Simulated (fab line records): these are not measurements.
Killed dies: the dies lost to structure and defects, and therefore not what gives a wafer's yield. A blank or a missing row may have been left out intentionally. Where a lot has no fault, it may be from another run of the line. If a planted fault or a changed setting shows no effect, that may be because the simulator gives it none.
Comparing a struck lot with a sound one + flow sky130 + 23 out of 708 route steps
Sound: the wafers L228.3, L228.4, L228.5. Struck: wafer L226.3 (L226.2, L226.4, from the same lot, were not struck and are left out); the cause is given at the end.
At each step with rows: each side's tool, then ch and its chambers, then its first start. Under that, the readings that differ: sound wafers + struck wafers + difference of the means + sigmas: that difference in standard deviations of wafers without a fault.
alike: same words and numbers on both sides, and readings whose means sit less than 2 such deviations apart. not compared: any withheld reading, any reading some wafer has no value for, any bound like >300 that may hide the same value, and any number with overlapping values for which the record gives no deviation.
The two part at a step that has a row with sigmas, a row that says differs or no value, or rows on one side only. When numbers do not overlap yet have no deviation, they are printed without sigmas and do not part them. A reading missing from all wafers of one side parts the sides only when that side holds two or more wafers.

first, 1 step without rows for these wafers: SKY_SONOS_ONO_DEVELOP_12 (develop time 60 s).
SKY_SONOS_ONO_CD_MEAS_13: target cd 410 nm.
  sound on cd_sem-02 at day 16 23:30; struck on cd_sem-01 at day 16 10:26
  alike: cd_nm
SKY_SONOS_ONO_OVL_MEAS_14:
  sound on overlay-02 at day 16 23:35; struck on overlay-01 at day 16 10:32
  alike: SONOS_ONO_OVL
SKY_SONOS_ONO_ETCH_15: etches the open film in CHF3/O2, target depth 19.52 nm, time 7.8 s.
  sound on rie_diel-03 ch 2,3, day 16 23:37; struck on rie_diel-03 ch 0, day 16 10:34
  alike: drypump_motor_current_A, oes_product_au, throttle_valve_pct
  not compared: rf_hours_counter_h
then, 1 step without rows for these wafers: SKY_SONOS_ONO_WET_ETCH_16 (etches SiO2 in dHF, target depth 14 nm, time 280 s).
SKY_SONOS_ONO_STRIP_17: strips in O2/N2.
  sound on plasma_asher-01 ch 0,1, day 16 23:46; struck on plasma_asher-04 ch 0, day 16 10:40
  alike: drypump_motor_current_A, oes_product_au, strip_time_to_endpoint_s
  not compared: rf_hours_counter_h
then, 3 steps without rows for these wafers: SKY_SONOS_ONO_WET_ETCH_18 (etches Si3N4 in H3PO4, target depth 15 nm, time 172 s); SKY_GATE_OXIDE_CLEAN_00 (cleans in SC1/SC2, time 150 s); SKY_GATE_OXIDE_OXIDATION_01 (stabilise 600 s, purge 300 s, target thk 10.268 nm).
SKY_GATE_OXIDE_THK_MEAS_02:
  sound on film_metro-03 at day 17 01:59; struck on film_metro-03 at day 16 12:18
  alike: GATE_OXIDE_OXIDATION_00_THK
then, 2 steps without rows for these wafers: SKY_GATE_OXIDE_DEHYDRATE_03 (time 60 s); SKY_GATE_OXIDE_HMDS_04 (prime time 60 s).
SKY_GATE_OXIDE_COAT_05: resist thk 1140 nm.
  sound on litho_track-04 ch 0, day 17 16:01; struck on litho_track-01 ch 0, day 17 02:17
| reading                                         | sound          | struck | difference | sigmas |
|-------------------------------------------------|----------------|--------|------------|--------|
| model.NOVOLAK_of_GATE_OXIDE_COAT_05.thk_nm (nm) | 1142 1147 1143 | 545.2  | -598.8     |        |
  alike: spin_speed_rpm
then, 3 steps without rows for these wafers: SKY_GATE_OXIDE_SOFTBAKE_06 (time 60 s); SKY_GATE_OXIDE_EXPOSE_07 (exposes mask LVOM, target cd 600 nm); SKY_GATE_OXIDE_PEB_08.
SKY_GATE_OXIDE_DEVELOP_09: develop time 60 s.
  sound on litho_track-04 ch 0, day 18 07:43; struck on litho_track-04 ch 0, day 17 16:44
| reading                                         | sound          | struck | difference | sigmas |
|-------------------------------------------------|----------------|--------|------------|--------|
| model.NOVOLAK_of_GATE_OXIDE_COAT_05.thk_nm (nm) | 1142 1146 1143 | 544.8  | -598.9     |        |
SKY_GATE_OXIDE_OVL_MEAS_10:
  sound on overlay-01 at day 18 07:50; struck on overlay-02 at day 17 16:52
  alike: GATE_OXIDE_OVL
then, 2 steps without rows for these wafers: SKY_GATE_OXIDE_IMPLANT_11; SKY_GATE_OXIDE_WET_ETCH_12 (etches SiO2 in dHF, target depth 16.8 nm, time 336 s).
SKY_GATE_OXIDE_STRIP_13: strips in O2/N2.
  sound on plasma_asher-02 ch 0,1, day 18 08:09; struck on plasma_asher-03 ch 0, day 17 17:09
| reading                      | sound             | struck | difference | sigmas      |
|------------------------------|-------------------|--------|------------|-------------|
| oes_product_au (a.u.)        | 0.720 0.719 0.714 | 0.528  | -0.190     | -41         |
| strip_time_to_endpoint_s (s) | 14.21 14.27 14.21 | 7.23   | -7.00      | -99 or more |
  alike: drypump_motor_current_A
  not compared: rf_hours_counter_h
SKY_GATE_OXIDE_TW_MEAS_14:
  sound on film_metro-04 at day 18 08:14; struck on film_metro-04 at day 17 17:16
  alike: GATE_OXIDE_TW
next, for these wafers, 1 step has no rows: SKY_PAD_OPEN_PROBE_99.

WHERE THEY PART
SKY_GATE_OXIDE_STRIP_13 only, going by this record. Later steps at which nothing parts them and some readings are alike: SKY_GATE_OXIDE_TW_MEAS_14.

WHY: what had been put in by the simulator
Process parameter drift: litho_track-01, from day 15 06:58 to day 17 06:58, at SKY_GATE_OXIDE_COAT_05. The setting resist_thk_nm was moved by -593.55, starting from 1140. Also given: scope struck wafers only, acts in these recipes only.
